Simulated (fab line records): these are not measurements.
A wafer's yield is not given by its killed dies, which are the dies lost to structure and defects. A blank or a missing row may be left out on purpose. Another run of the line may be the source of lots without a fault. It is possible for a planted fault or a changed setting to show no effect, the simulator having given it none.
Struck lot and sound lot, side by side	flow sky130	16 out of 708 route steps
Sound: these wafers, L704.1, L704.4, L704.5. Wafers struck: L709.4, L709.5, L709.6. At the end, the cause is stated.
Each step with rows lists, per side, the tool, then ch with its chambers, then its first start. Under that, the readings that differ: sound wafers	struck wafers	difference of the means	sigmas: that difference in standard deviations of wafers without a fault.
alike: same words and numbers on both sides, and readings whose means sit less than 2 such deviations apart. not compared: any withheld reading, any reading some wafer has no value for, any bound like >300 that may hide the same value, and any number with overlapping values for which the record gives no deviation.
A row with sigmas, a row that says differs or no value, or rows on one side alone: a step with any of these is where the two part. When numbers do not overlap yet have no deviation, they are printed without sigmas and do not part them. A reading that every wafer of one side lacks parts them only if that side has two wafers or more.

first, 3 steps without rows for these wafers: SKY_METAL2_EXPOSE_12 (exposes mask MM2, target cd 140 nm); SKY_METAL2_PEB_13; SKY_METAL2_DEVELOP_14 (develop time 60 s).
SKY_METAL2_CD_MEAS_15: the cd target is 140 nm.
  sound on cd-sem-02, day 36 17:49; struck on cd-sem-01, day 37 11:37
  alike: cd-nm
SKY_METAL2_OVL_MEAS_16:
  sound on overlay-02, day 36 17:56; struck on overlay-02, day 37 11:42
  alike: METAL2_OVL
SKY_METAL2_DESCUM_17: chemistry O2, time 8 s.
  sound on rie-metal-04 ch 0,1, day 36 17:58; struck on rie-metal-04 ch 1, day 37 11:45
  alike: chamber-pressure-mTorr, drypump-motor-current-A, oes-product-au
  not compared: rf-hours-counter-h
SKY_METAL2_ETCH_18: etches BARC in N2/H2, stops on SiO2, time 45.9 s, target depth 60 nm.
  sound on rie-metal-04 ch 0,1, day 36 18:00; struck on rie-metal-04 ch 1, day 37 11:50
  alike: chamber-pressure-mTorr, drypump-motor-current-A, oes-product-au, throttle-valve-pct
  not compared: rf-hours-counter-h
SKY_METAL2_METAL_ETCH_19: etches the open film in Cl2/BCl3, stops on SiO2, target depth 360 nm, time 78 s.
  sound on rie-metal-04 ch 0,1, day 36 18:04; struck on rie-metal-04 ch 1, day 37 12:00
  alike: chamber-pressure-mTorr, drypump-motor-current-A, oes-product-au, throttle-valve-pct
  not compared: rf-hours-counter-h
SKY_METAL2_STRIP_20: strips in O2/N2.
  sound on plasma-asher-02 ch 0,1, day 36 18:09; struck on plasma-asher-02 ch 0,1, day 37 12:07
  alike: chamber-pressure-mTorr, drypump-motor-current-A, oes-product-au, strip-time-to-endpoint-s
  not compared: rf-hours-counter-h
then, 3 steps without rows for these wafers: SKY_METAL2_STRIP_21 (strips in post etch residue remover, time 1200 s); SKY_METAL2_CLEAN_22 (cleans in IPA, time 180 s); SKY_METAL2_CLEAN_23 (cleans in O3/DIW).
SKY_VIA2_HDPCVD_00: deposits SiO2, target thk 1180 nm, time 196.7 s.
  sound on hdpcvd-01 ch 0,2, day 36 18:48; struck on hdpcvd-02 ch 0,1,2, day 37 12:44
reading	sound	struck	difference	sigmas
sih4-flow-sccm (sccm)	60.15 60.09 60.36	90.19 89.72 90.08	+29.80	+99 or more
model.SiO2_of_VIA2_HDPCVD_00.thk-nm (nm)	1171 1207 1179	1760 1781 1758	+581	
  alike: pressure-mtorr, susceptor-temp-C
SKY_VIA2_THK_MEAS_01:
  sound on film-metro-01, day 36 18:56; struck on film-metro-04, day 37 12:50
reading	sound	struck	difference	sigmas
VIA2_HDPCVD_THK (nm)	1172 1206 1180	1760 1781 1757	+580	+53
SKY_VIA2_CMP_02: polishes SiO2.
  sound on cmp-02 ch 0,2,3, day 36 19:12; struck on cmp-02 ch 0,1,3, day 37 12:58
  alike: motor-current-A
-- the record jumps here: 10 days lie between the struck wafers' starts before and after (it left off in module VIA2 and takes up again in module PAD_OPEN, whose first step shown is number 708 of the route) --
SKY_PAD_OPEN_PROBE_99:
  the record has rows for the struck wafers here (prober-01, day 47 15:05) and none for the sound ones

WHERE THEY PART
At SKY_VIA2_HDPCVD_00 first; at SKY_PAD_OPEN_PROBE_99 last (within this record only).

WHY: what had been put in by the simulator
Process parameter drift: hdpcvd-02, from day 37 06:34 on, at SKY_VIA2_HDPCVD_00. From 60, the setting sih4-flow-sccm moved by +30. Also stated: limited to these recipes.
